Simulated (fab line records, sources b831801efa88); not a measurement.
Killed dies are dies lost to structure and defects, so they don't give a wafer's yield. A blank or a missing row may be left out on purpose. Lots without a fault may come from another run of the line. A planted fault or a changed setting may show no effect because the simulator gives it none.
A struck lot beside a sound one | flow sky130 | 15 steps out of a route of 708
Sound: wafers L619.1, L619.5, L619.6. Struck: wafers L629.3, L629.4, L629.5. The cause comes at the end.
At each step with rows: each side's tool, then ch and its chambers, then its first start. Under that, the readings that differ: sound wafers | struck wafers | difference of the means | sigmas: that difference in standard deviations of wafers without a fault.
alike: readings whose means differ by less than 2 such deviations, and words and numbers that are the same on both sides. not compared: withheld readings, readings that some wafer has no value for, bounds like >300 that may hide the same value, and numbers for which the record gives no deviation and whose values overlap.
The two part at a step that has a row with sigmas, a row that says differs or no value, or rows on one side only. Numbers that don't overlap but have no deviation are shown without sigmas and don't part them. A reading that every wafer of one side lacks parts them only if that side has two wafers or more.

first, 2 steps without rows for these wafers: SKY_CAPM_PEB_10; SKY_CAPM_DEVELOP_11 (develop time 60 s).
SKY_CAPM_OVL_MEAS_12:
  sound on overlay-01, day 37 22:01; struck on overlay-02, day 41 18:50
  alike: CAPM_OVL
SKY_CAPM_METAL_ETCH_13: etches TiN in Cl2/BCl3, stops on SiO2, target depth 220 nm, time 62.9 s.
  sound on rie_metal-01 ch 0,1, day 37 22:03; struck on rie_metal-01 ch 0,1, day 41 18:53
  alike: drypump_motor_current_A, oes_product_au, throttle_valve_pct
  not compared: rf_hours_counter_h
SKY_CAPM_STRIP_14: strips in O2/N2.
  sound on plasma_asher-03 ch 0,1, day 37 22:08; struck on plasma_asher-04 ch 0,1, day 41 18:58
  alike: drypump_motor_current_A, oes_product_au, strip_time_to_endpoint_s
  not compared: rf_hours_counter_h
then, 7 steps without rows for these wafers: SKY_CAPM_STRIP_15 (strips in post etch residue remover, time 1200 s); SKY_CAPM_CLEAN_16 (cleans in IPA, time 180 s); SKY_CAPM_CLEAN_17 (cleans in O3/DIW); SKY_METAL3_DEHYDRATE_05 (time 60 s); SKY_METAL3_HMDS_06 (prime time 60 s); SKY_METAL3_COAT_07 (resist thk 60 nm); SKY_METAL3_COAT_08 (resist thk 1140 nm).
SKY_METAL3_SOFTBAKE_09: time 90 s.
  sound on litho_track-02 ch 0, day 38 11:00; struck on litho_track-02 ch 0, day 42 08:00
  reading          | sound                | struck               | difference | sigmas
  run_length_s (s) | 119.15 119.11 119.22 | 128.00 128.18 128.01 | +8.90      | +52
  alike: heater_power_total_W
then, 1 step without rows for these wafers: SKY_METAL3_EXPOSE_10 (exposes mask MM3, target cd 300 nm).
-- the record jumps here: 7 days lie between the struck wafers' starts before and after (it left off in module METAL3 and takes up again in module PAD_OPEN, whose first step shown is number 708 of the route) --
SKY_PAD_OPEN_PROBE_99:
  sound on prober-02, day 46 02:17; struck on prober-01, day 49 02:49
  alike: defect_limited_yield, killed_at_M0_to_M3, killed_at_M4_up, killed_at_contacts, killed_at_front_end, killed_at_other, killed_dies, killed_open, killed_short, sort_bin_3_pad_short, sort_bin_5_function, sort_bin_6_memory, sort_n_pass, sort_yield_pct

WHERE THEY PART
Only at SKY_METAL3_SOFTBAKE_09, within this record. Later steps at which nothing parts them and some readings are alike: SKY_PAD_OPEN_PROBE_99.

WHY: what the simulator had put in
Process parameter drift: litho_track-02, from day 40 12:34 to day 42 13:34, at SKY_METAL3_SOFTBAKE_09. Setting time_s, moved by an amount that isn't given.
